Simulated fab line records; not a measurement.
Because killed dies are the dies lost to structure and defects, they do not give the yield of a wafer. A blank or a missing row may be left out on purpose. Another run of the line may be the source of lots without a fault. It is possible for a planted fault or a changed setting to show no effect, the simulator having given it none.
Which tool did it? | flow sky130 | 15 lots, 45 wafers sampled, at 5 steps of a route of 708

== WHAT THE GAUGES SHOWED, per wafer ==
SKY_POLY_CUT_CD_MEAS_08: the cd target is 270 nm.
lot  | measured     | on       | cdNm (nm)
L546 | day 24 00:02 | cdSem-02 | 269.0 267.8 268.6
L547 | day 24 14:00 | cdSem-01 | 270.5 270.5 270.1
L548 | day 24 21:08 | cdSem-01 | 271.0 270.4 270.9
L549 | day 25 05:06 | cdSem-01 | 270.7 270.3 270.2
L550 | day 25 19:32 | cdSem-02 | 271.4 271.8 272.7
L554 | day 27 03:53 | cdSem-01 | 269.8 268.8 270.9
L555 | day 27 09:50 | cdSem-02 | 270.0 269.1 269.8
L556 | day 28 04:33 | cdSem-02 | 272.0 272.1 272.7
L560 | day 28 23:13 | cdSem-02 | 269.9 271.6 271.1
L561 | day 29 13:34 | cdSem-02 | 271.2 271.9 269.1
L562 | day 29 19:14 | cdSem-01 | 269.2 269.4 269.3
L563 | day 30 13:23 | cdSem-01 | 270.3 270.2 270.0
L565 | day 30 19:23 | cdSem-01 | 270.2 270.3 269.6
L567 | day 31 06:15 | cdSem-02 | 272.5 273.4 272.4
L569 | day 31 17:40 | cdSem-01 | 272.5 272.9 272.9

SKY_RES_XHIGH_TW_MEAS_09.
lot  | measured     | on           | RES_XHIGH_TW
L546 | day 26 11:21 | filmMetro-03 | 1661 1655 1647
L547 | day 27 01:06 | filmMetro-02 | 1623 1633 1629
L548 | day 27 07:53 | filmMetro-02 | 1631 1635 1634
L549 | day 27 15:56 | filmMetro-03 | 1648 1657 1653
L550 | day 28 05:47 | filmMetro-02 | 1619 1627 1632
L554 | day 29 13:25 | filmMetro-02 | 30 30 30
L555 | day 29 18:40 | filmMetro-03 | 30 30 30
L556 | day 30 13:26 | filmMetro-04 | 30 30 30
L560 | day 31 07:58 | filmMetro-03 | 1623 1637 1625
L561 | day 31 21:28 | filmMetro-04 | 1625 1623 1637
L562 | day 32 02:47 | filmMetro-04 | 1614 1619 1621
L563 | day 32 20:12 | filmMetro-04 | 1614 1625 1616
L565 | day 33 05:50 | filmMetro-02 | 1630 1627 1638
L567 | day 33 11:47 | filmMetro-04 | 1629 1626 1638
L569 | day 33 22:41 | filmMetro-02 | 1632 1635 1635

SKY_SD_N_OVL_MEAS_08.
lot  | measured     | on         | SD_N_OVL (nm)
L546 | day 27 16:25 | overlay-01 | 0.9 -1.7 1.0
L547 | day 28 06:07 | overlay-01 | -0.4 1.5 0.7
L548 | day 28 12:13 | overlay-01 | 0.1 -0.1 -2.5
L549 | day 28 20:22 | overlay-01 | -3.4 -2.9 -1.6
L550 | day 29 09:52 | overlay-02 | 2.5 -0.7 1.1
L554 | day 30 17:07 | overlay-02 | -1.0 1.0 -0.6
L555 | day 30 22:16 | overlay-01 | -1.6 0.6 -1.3
L556 | day 31 16:53 | overlay-01 | -0.8 -0.7 -1.2
L560 | day 32 11:16 | overlay-02 | 2.0 2.9 1.7
L561 | day 32 23:40 | overlay-02 | 0.7 -0.4 -0.8
L562 | day 33 05:31 | overlay-02 | -0.6 0.8 1.8
L563 | day 33 22:07 | overlay-02 | -0.6 1.7 1.1
L565 | day 34 07:31 | overlay-01 | -3.0 -3.8 -2.3
L567 | day 34 12:46 | overlay-02 | 0.8 -0.6 0.5
L569 | day 35 01:11 | overlay-02 | -0.8 0.3 -0.4

SKY_SD_N_TW_MEAS_12.
lot  | measured     | on           | SD_N_TW
L546 | day 27 16:52 | filmMetro-04 | 3938 3939 3946
L547 | day 28 06:34 | filmMetro-03 | 4046 4001 4022
L548 | day 28 12:40 | filmMetro-02 | 3956 3942 3957
L549 | day 28 20:48 | filmMetro-04 | 3964 3950 3963
L550 | day 29 10:19 | filmMetro-03 | 4020 4016 4007
L554 | day 30 17:34 | filmMetro-03 | 3948 3936 3962
L555 | day 30 22:43 | filmMetro-02 | 3981 3975 3977
L556 | day 31 17:19 | filmMetro-03 | 3990 3970 3963
L560 | day 32 11:43 | filmMetro-04 | 3909 3902 3899
L561 | day 33 00:07 | filmMetro-04 | 3931 3921 3925
L562 | day 33 05:57 | filmMetro-03 | 3991 3999 4000
L563 | day 33 22:33 | filmMetro-03 | 3979 3977 4008
L565 | day 34 07:58 | filmMetro-04 | 3931 3936 3929
L567 | day 34 13:12 | filmMetro-02 | 3968 3963 3971
L569 | day 35 01:37 | filmMetro-02 | 3924 3920 3930

== TOOL THAT RAN EACH LOT (tool first, then ch and the chambers of the sampled wafers, then the start) ==
lot  | SKY_RES_XHIGH_EXPOSE_04
L546 | ilineStepper-01 ch 0, day 25 21:47
L547 | ilineStepper-01 ch 0, day 26 10:10
L548 | ilineStepper-01 ch 0, day 26 17:13
L549 | ilineStepper-01 ch 0, day 27 01:26
L550 | ilineStepper-01 ch 0, day 27 15:05
L554 | ilineStepper-02, day 28 23:06
L555 | ilineStepper-02, day 29 04:53
L556 | ilineStepper-01, day 29 23:05
L560 | ilineStepper-02 ch 0, day 30 18:29
L561 | ilineStepper-01 ch 0, day 31 07:54
L562 | ilineStepper-01 ch 0, day 31 12:57
L563 | ilineStepper-01 ch 0, day 32 06:54
L565 | ilineStepper-01 ch 0, day 32 13:14
L567 | ilineStepper-01 ch 0, day 32 22:54
L569 | ilineStepper-02 ch 0, day 33 10:49
- SKY_RES_XHIGH_EXPOSE_04: exposes mask URPM, target cd 1270 nm.

== AS READ BY THE TOOLS THEMSELVES (means over the sampled wafers that have a number; for cases with no such wafer, the mark the record gives instead) ==
SKY_RES_XHIGH_EXPOSE_04.
lot  | tool            | exposureDoseMJCm2 | focusOffsetNm (nm) | stageVelMmS (mm/s)
L546 | ilineStepper-01 | 140.04            | 0.2                | 500.06
L547 | ilineStepper-01 | 139.97            | 0.0                | 500.00
L548 | ilineStepper-01 | 139.98            | -0.8               | 499.66
L549 | ilineStepper-01 | 140.02            | -0.1               | 499.61
L550 | ilineStepper-01 | 140.01            | 0.6                | 499.74
L554 | ilineStepper-02 | -                 | -                  | -
L555 | ilineStepper-02 | -                 | -                  | -
L556 | ilineStepper-01 | -                 | -                  | -
L560 | ilineStepper-02 | 139.77            | 0.1                | 500.21
L561 | ilineStepper-01 | 140.03            | -0.1               | 500.21
L562 | ilineStepper-01 | 140.07            | -0.5               | 499.70
L563 | ilineStepper-01 | 140.01            | -0.4               | 499.98
L565 | ilineStepper-01 | 139.98            | -0.2               | 500.20
L567 | ilineStepper-01 | 139.94            | 0.3                | 499.99
L569 | ilineStepper-02 | 139.97            | 0.6                | 499.90

== THE ANSWER, worked out from the rows above alone ==
Rule: the lots themselves supply what counts as usual. The widest of any qualifying gaps counts: lots, ordered by their means at a reading, are off when they make up no more than a third of the lots, leave a main group of 4 or more, and stand apart from it by 3 or more times the standard deviation of that group's means. If all means in a main group match to the digits the tables above print for the reading, that group is not used. Also off: a lot with no number at a reading for which 4 or more lots have one. Any other lot the step has rows for is counted as sound. The gauges are gone through in route order, then the tools' own readings, and for those a lot's mean is taken as printed above. The first step at which some lot is off is used, and at that step the reading that is off furthest; a lot without a number counts as furthest.
Off: L554, L555, L556, seen at SKY_RES_XHIGH_TW_MEAS_09 (RES_XHIGH_TW). Mean 1632 and standard deviation 11 in the main group.
A tool fits if, at a process step before that reading, it ran every lot that is off, and no sound lot after the first of them. The gauges at SKY_RES_XHIGH_TW_MEAS_09 aren't tried: what is off there is off at SKY_RES_XHIGH_EXPOSE_04 too, on other tools, and a gauge's error can't cause that. Not one of the candidates tried fits.

== WHAT THE SIMULATOR HAD INSERTED ==
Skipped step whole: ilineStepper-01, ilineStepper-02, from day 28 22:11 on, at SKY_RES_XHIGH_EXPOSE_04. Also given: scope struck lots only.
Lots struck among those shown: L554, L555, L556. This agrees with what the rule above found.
